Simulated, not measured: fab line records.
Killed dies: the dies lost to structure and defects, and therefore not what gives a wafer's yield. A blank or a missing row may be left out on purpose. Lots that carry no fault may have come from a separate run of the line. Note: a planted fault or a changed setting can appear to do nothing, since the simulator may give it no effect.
Which tool was responsible? :: flow sky130 :: 12 lots with 36 wafers sampled at 3 steps, on a route of 708 steps

== WHAT THE GAUGES SHOWED, per wafer ==
SKY_METAL2_THK_MEAS_06: measures by xrf.
lot: L074
measured: day 35 11:36
on: film metro-03
METAL2_ALCU_THK (nm): 254 253 250

lot: L077
measured: day 35 15:47
on: film metro-03
METAL2_ALCU_THK (nm): 255 254 251

lot: L079
measured: day 36 10:47
on: film metro-01
METAL2_ALCU_THK (nm): 255 247 252

lot: L081
measured: day 36 21:26
on: film metro-01
METAL2_ALCU_THK (nm): 253 251 252

lot: L083
measured: day 37 07:51
on: film metro-03
METAL2_ALCU_THK (nm): 254 253 255

lot: L085
measured: day 38 01:16
on: film metro-02
METAL2_ALCU_THK (nm): 251 246 250

lot: L087
measured: day 38 08:49
on: film metro-01
METAL2_ALCU_THK (nm): 252 254 253

lot: L089
measured: day 38 22:29
on: film metro-01
METAL2_ALCU_THK (nm): 242 246 247

lot: L091
measured: day 39 08:52
on: film metro-02
METAL2_ALCU_THK (nm): 254 253 255

lot: L093
measured: day 40 04:11
on: film metro-02
METAL2_ALCU_THK (nm): 259 258 254

lot: L095
measured: day 41 00:11
on: film metro-02
METAL2_ALCU_THK (nm): 253 252 249

lot: L096
measured: day 41 06:03
on: film metro-02
METAL2_ALCU_THK (nm): 251 255 251

== TOOL THAT RAN EACH LOT (tool first, then ch and the chambers of the sampled wafers, then the start) ==
lot: L074
SKY_SD_P_STRIP_10: plasma asher-01 ch 0,1, day 26 23:42
SKY_LOCAL_INTERCONNECT_METAL_ETCH_14: rie metal-03 ch 0,1, day 31 20:46

lot: L077
SKY_SD_P_STRIP_10: plasma asher-04 ch 0,1, day 27 01:51
SKY_LOCAL_INTERCONNECT_METAL_ETCH_14: rie metal-03 ch 0,1, day 31 23:16

lot: L079
SKY_SD_P_STRIP_10: plasma asher-02 ch 0,1, day 28 02:19
SKY_LOCAL_INTERCONNECT_METAL_ETCH_14: rie metal-01 ch 0,1, day 32 20:28

lot: L081
SKY_SD_P_STRIP_10: plasma asher-04 ch 0,1, day 28 11:04
SKY_LOCAL_INTERCONNECT_METAL_ETCH_14: rie metal-04 ch 0,1, day 33 06:25

lot: L083
SKY_SD_P_STRIP_10: plasma asher-04 ch 0,1, day 28 23:19
SKY_LOCAL_INTERCONNECT_METAL_ETCH_14: rie metal-04 ch 0,1, day 33 17:29

lot: L085
SKY_SD_P_STRIP_10: plasma asher-01 ch 0,1, day 29 14:28
SKY_LOCAL_INTERCONNECT_METAL_ETCH_14: rie metal-03 ch 0, day 34 10:14

lot: L087
SKY_SD_P_STRIP_10: plasma asher-04 ch 0,1, day 30 03:49
SKY_LOCAL_INTERCONNECT_METAL_ETCH_14: rie metal-01 ch 0,1, day 34 19:10

lot: L089
SKY_SD_P_STRIP_10: plasma asher-01 ch 0,1, day 30 16:34
SKY_LOCAL_INTERCONNECT_METAL_ETCH_14: rie metal-04 ch 0,1, day 35 08:19

lot: L091
SKY_SD_P_STRIP_10: plasma asher-01 ch 0,1, day 31 06:31
SKY_LOCAL_INTERCONNECT_METAL_ETCH_14: rie metal-04 ch 1, day 35 20:50

lot: L093
SKY_SD_P_STRIP_10: plasma asher-01 ch 0,1, day 32 00:18
SKY_LOCAL_INTERCONNECT_METAL_ETCH_14: rie metal-01 ch 1, day 36 16:04

lot: L095
SKY_SD_P_STRIP_10: plasma asher-01 ch 0,1, day 33 00:04
SKY_LOCAL_INTERCONNECT_METAL_ETCH_14: rie metal-04 ch 0,1, day 37 14:40

lot: L096
SKY_SD_P_STRIP_10: plasma asher-01 ch 0,1, day 33 05:48
SKY_LOCAL_INTERCONNECT_METAL_ETCH_14: rie metal-03 ch 1, day 37 20:56
- SKY_SD_P_STRIP_10: strips in O2/N2.
- SKY_LOCAL_INTERCONNECT_METAL_ETCH_14: etches TiN in Cl2/BCl3, stops on PSG, target depth 110 nm, time 31.4 s.

== THE ANSWER, worked out from the rows above alone ==
Rule: usual is defined by the lots themselves. Put in order of their means at a reading, lots are off if they are a third of the lots or fewer, leave a main group of 4 or more, and stand apart from it by a gap of 3 or more times the standard deviation of the main group's means; of several such gaps the widest counts. A main group whose means are all the same, to the digits that the tables above print for the reading, isn't used. Also off: a lot with no number at a reading for which 4 or more lots have one. All remaining lots with rows at the step are treated as sound.
Across all readings shown, no lot is off: no conclusion can be drawn from this.

== WHAT HAD BEEN PUT IN BY THE SIMULATOR ==
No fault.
